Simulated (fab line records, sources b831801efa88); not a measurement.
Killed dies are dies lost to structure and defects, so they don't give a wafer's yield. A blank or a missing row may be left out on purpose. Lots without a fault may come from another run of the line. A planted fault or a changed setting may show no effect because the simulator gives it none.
A struck lot beside a sound one | flow sky130 | 15 steps out of a route of 708
Sound: wafers L648.1, L648.3, L648.5. Struck: wafers L658.1, L658.2, L658.3. The cause comes at the end.
At each step with rows: each side's tool, then ch and its chambers, then its first start. Under that, the readings that differ: sound wafers | struck wafers | difference of the means | sigmas: that difference in standard deviations of wafers without a fault.
alike: readings whose means differ by less than 2 such deviations, and words and numbers that are the same on both sides. not compared: withheld readings, readings that some wafer has no value for, bounds like >300 that may hide the same value, and numbers for which the record gives no deviation and whose values overlap.
The two part at a step that has a row with sigmas, a row that says differs or no value, or rows on one side only. Numbers that don't overlap but have no deviation are shown without sigmas and don't part them. A reading that every wafer of one side lacks parts them only if that side has two wafers or more.

SKY_VT_ADJUST_PCH_STRIP_09: strips in O2/N2.
  sound on plasma_asher-03 ch 0, day 11 07:35; struck on plasma_asher-02 ch 0,1, day 14 19:02
  reading                     | sound          | struck         | difference | sigmas
  drypump_motor_current_A (A) | 6.40 6.44 6.42 | 5.62 5.77 5.61 | -0.75      | -3
  alike: oes_product_au, strip_time_to_endpoint_s
  not compared: rf_hours_counter_h
SKY_VT_ADJUST_PCH_TW_MEAS_10:
  sound on film_metro-02, day 11 07:41; struck on film_metro-02, day 14 19:08
  alike: VT_ADJUST_PCH_TW
then, 7 steps without rows for these wafers: SKY_SONOS_TUNNEL_DEHYDRATE_00 (time 60 s); SKY_SONOS_TUNNEL_HMDS_01 (prime time 60 s); SKY_SONOS_TUNNEL_COAT_02 (resist thk 1140 nm); SKY_SONOS_TUNNEL_SOFTBAKE_03 (time 60 s); SKY_SONOS_TUNNEL_EXPOSE_04 (exposes mask TUNM, target cd 410 nm); SKY_SONOS_TUNNEL_PEB_05; SKY_SONOS_TUNNEL_DEVELOP_06 (develop time 60 s).
SKY_SONOS_TUNNEL_CD_MEAS_07: target cd 410 nm.
  sound on cd_sem-01, day 12 06:50; struck on cd_sem-02, day 15 21:14
  alike: cd_nm
SKY_SONOS_TUNNEL_OVL_MEAS_08:
  sound on overlay-02, day 12 06:57; struck on overlay-02, day 15 21:22
  alike: SONOS_TUNNEL_OVL
then, 1 step without rows for these wafers: SKY_SONOS_TUNNEL_IMPLANT_09.
SKY_SONOS_TUNNEL_WET_ETCH_10: etches SiO2 in dHF, target depth 14 nm, time 280 s.
  sound on wet_bench-01 ch 0, day 12 07:08; struck on wet_bench-04 ch 0, day 15 21:33
  no value came back on the struck wafers for bath_heat_duty_pct (%), run_length_s (s); on the sound wafers bath_heat_duty_pct (%) reads 6.2 5.7 6.9
then, 1 step without rows for these wafers: SKY_SONOS_TUNNEL_STRIP_11 (strips in SPM, time 600 s).
-- the record jumps here: 33 days lie between the struck wafers' starts before and after (it left off in module SONOS_TUNNEL and takes up again in module PAD_OPEN, whose first step shown is number 708 of the route) --
SKY_PAD_OPEN_PROBE_99:
  the record has rows for the struck wafers here (prober-02, day 48 21:59) and none for the sound ones

WHERE THEY PART
First at SKY_VT_ADJUST_PCH_STRIP_09; last, within this record, at SKY_PAD_OPEN_PROBE_99.

WHY: what the simulator had put in
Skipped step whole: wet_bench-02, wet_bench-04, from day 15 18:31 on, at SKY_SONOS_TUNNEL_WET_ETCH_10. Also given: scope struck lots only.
